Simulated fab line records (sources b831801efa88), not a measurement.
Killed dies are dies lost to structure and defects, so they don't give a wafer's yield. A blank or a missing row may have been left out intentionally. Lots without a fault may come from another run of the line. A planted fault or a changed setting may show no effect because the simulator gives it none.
Chamber matching	flow sfq-line	SFQ_TRILAYER_I0_CMP_CMP_028 on cmp-01 has 4 sister chambers
The step polishes SiO2. 14 wafers are shown with their chamber, then 7 later ones without.

WAFERS, EACH WITH ITS CHAMBER
wafer	chamber	motor-current-A (A)	time-to-endpoint-s (s)
L415.1	0	9.2	208
L415.2	3	9.8	211
L415.3	2	9.2	218
L417.1	3	9.9	207
L417.2	0	9.6	211
L417.4	1	8.4	214
L420.1	0	10.1	208
L420.4	1	8.6	211
L420.6	1	8.5	211
L424.1	3	10.1	208
L424.3	2	8.6	209
L424.4	1	8.2	217
L426.2	3	10.2	213
L427.5	1	8.3	220

SIGNATURES (means of the wafers above)
reading	chamber 0	chamber 1	chamber 2	chamber 3	scatter within a chamber
motor-current-A	9.633	8.400	8.900	10.000	0.28
time-to-endpoint-s	209.00	214.60	213.50	209.75	3.61
Rule: a wafer's distance from a chamber is the root of the sum, over the readings, of the square of ((its reading less the chamber's mean) divided by the reading's scatter). The wafer belongs to the nearest chamber; if the next one is less than 2 further off, it can't be placed. How the scatter is found: for the shown wafers, subtract from each reading the mean of its chamber, square and add these, divide the total by (wafers less chambers), then take the root.

WAFERS WHOSE CHAMBER IS MISSING
wafer	motor-current-A (A)	time-to-endpoint-s (s)
L427.6	9.2	230
L436.2	9.2	215
L436.4	9.6	219
L436.6	9.6	232
L437.3	9.4	219
L437.1	9.9	215
L437.5	8.7	216

WHICH CHAMBER EACH ONE RAN IN
wafer	from the rows above	in truth
L427.6	can't be placed: 2 or 1 or 0 or 3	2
L436.2	can't be placed: 2 or 0 or 1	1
L436.4	can't be placed: 0 or 2 or 3 or 1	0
L436.6	can't be placed: 2 or 3 or 0 or 1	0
L437.3	can't be placed: 2 or 0 or 3 or 1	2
L437.1	can't be placed: 3 or 0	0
L437.5	can't be placed: 2 or 1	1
0 of 7 placed correctly. These rows do not allow placing 7 (true chamber among the candidates in 7). Placed wrongly: 0.
